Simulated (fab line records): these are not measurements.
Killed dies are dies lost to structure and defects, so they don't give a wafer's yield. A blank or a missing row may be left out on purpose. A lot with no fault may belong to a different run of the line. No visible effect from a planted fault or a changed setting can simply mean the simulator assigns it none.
Matching of chambers :: flow sky130 :: rieDiel-02 running SKY_CONTACT_ETCH_16: 4 sister chambers
The step etches BARC in N2/H2, stops on SiO2, time 45.9 s, target depth 60 nm. 16 wafers are shown with their chamber, then 8 later ones without.

== WAFERS, EACH WITH ITS CHAMBER ==
wafer: L077.3
chamber: 1
drypumpMotorCurrentA (A): 5.5
throttleValvePct (%): 13.227
oesProductAu (a.u.): 0.848

wafer: L077.4
chamber: 1
drypumpMotorCurrentA (A): 5.6
throttleValvePct (%): 13.215
oesProductAu (a.u.): 0.854

wafer: L077.5
chamber: 0
drypumpMotorCurrentA (A): 6.6
throttleValvePct (%): 13.222
oesProductAu (a.u.): 0.863

wafer: L079.1
chamber: 0
drypumpMotorCurrentA (A): 6.6
throttleValvePct (%): 13.212
oesProductAu (a.u.): 0.857

wafer: L079.2
chamber: 3
drypumpMotorCurrentA (A): 5.8
throttleValvePct (%): 13.218
oesProductAu (a.u.): 0.848

wafer: L079.5
chamber: 0
drypumpMotorCurrentA (A): 6.6
throttleValvePct (%): 13.225
oesProductAu (a.u.): 0.857

wafer: L078.1
chamber: 2
drypumpMotorCurrentA (A): 4.8
throttleValvePct (%): 13.229
oesProductAu (a.u.): 0.852

wafer: L078.2
chamber: 1
drypumpMotorCurrentA (A): 5.5
throttleValvePct (%): 13.231
oesProductAu (a.u.): 0.853

wafer: L078.5
chamber: 3
drypumpMotorCurrentA (A): 5.8
throttleValvePct (%): 13.220
oesProductAu (a.u.): 0.860

wafer: L084.3
chamber: 0
drypumpMotorCurrentA (A): 6.6
throttleValvePct (%): 13.228
oesProductAu (a.u.): 0.860

wafer: L084.4
chamber: 2
drypumpMotorCurrentA (A): 4.8
throttleValvePct (%): 13.239
oesProductAu (a.u.): 0.854

wafer: L084.6
chamber: 2
drypumpMotorCurrentA (A): 4.8
throttleValvePct (%): 13.238
oesProductAu (a.u.): 0.853

wafer: L086.1
chamber: 3
drypumpMotorCurrentA (A): 5.8
throttleValvePct (%): 13.225
oesProductAu (a.u.): 0.844

wafer: L086.2
chamber: 0
drypumpMotorCurrentA (A): 6.6
throttleValvePct (%): 13.229
oesProductAu (a.u.): 0.852

wafer: L086.3
chamber: 1
drypumpMotorCurrentA (A): 5.5
throttleValvePct (%): 13.228
oesProductAu (a.u.): 0.854

wafer: L089.1
chamber: 2
drypumpMotorCurrentA (A): 4.8
throttleValvePct (%): 13.238
oesProductAu (a.u.): 0.858

SIGNATURES (means of the wafers above)
reading: drypumpMotorCurrentA
chamber 0: 6.600
chamber 1: 5.525
chamber 2: 4.800
chamber 3: 5.800
scatter within a chamber: 0.025

reading: throttleValvePct
chamber 0: 13.22320
chamber 1: 13.22525
chamber 2: 13.23600
chamber 3: 13.22100
scatter within a chamber: 0.00597

reading: oesProductAu
chamber 0: 0.85780
chamber 1: 0.85225
chamber 2: 0.85425
chamber 3: 0.85067
scatter within a chamber: 0.00457
Rule: a wafer's distance from a chamber is the root of the sum, over the readings, of the square of ((its reading less the chamber's mean) divided by the reading's scatter). If the next closest chamber is less than 2 further off than the closest, the wafer can't be placed; otherwise it belongs to the closest. The scatter is the square root of a quotient: the sum, over the shown wafers, of each reading's squared deviation from its chamber's mean, divided by wafers minus chambers.

== WAFERS WHOSE CHAMBER IS MISSING ==
wafer: L089.2
drypumpMotorCurrentA (A): 6.6
throttleValvePct (%): 13.235
oesProductAu (a.u.): 0.858

wafer: L089.4
drypumpMotorCurrentA (A): 5.8
throttleValvePct (%): 13.213
oesProductAu (a.u.): 0.850

wafer: L093.1
drypumpMotorCurrentA (A): 5.8
throttleValvePct (%): 13.223
oesProductAu (a.u.): 0.850

wafer: L093.2
drypumpMotorCurrentA (A): 4.8
throttleValvePct (%): 13.223
oesProductAu (a.u.): 0.848

wafer: L093.3
drypumpMotorCurrentA (A): 5.5
throttleValvePct (%): 13.229
oesProductAu (a.u.): 0.850

wafer: L097.1
drypumpMotorCurrentA (A): 5.5
throttleValvePct (%): 13.205
oesProductAu (a.u.): 0.857

wafer: L097.3
drypumpMotorCurrentA (A): 6.6
throttleValvePct (%): 13.227
oesProductAu (a.u.): 0.858

wafer: L097.4
drypumpMotorCurrentA (A): 5.8
throttleValvePct (%): 13.233
oesProductAu (a.u.): 0.853

== THE CHAMBER EACH PASSED THROUGH ==
wafer: L089.2
from the rows above: 0
in truth: 0

wafer: L089.4
from the rows above: 3
in truth: 3

wafer: L093.1
from the rows above: 3
in truth: 3

wafer: L093.2
from the rows above: 2
in truth: 2

wafer: L093.3
from the rows above: 1
in truth: 1

wafer: L097.1
from the rows above: 1
in truth: 1

wafer: L097.3
from the rows above: 0
in truth: 0

wafer: L097.4
from the rows above: 3
in truth: 3
Placed correctly: 8 of 8. Can't be placed from these rows: 0. Number placed wrongly: 0.
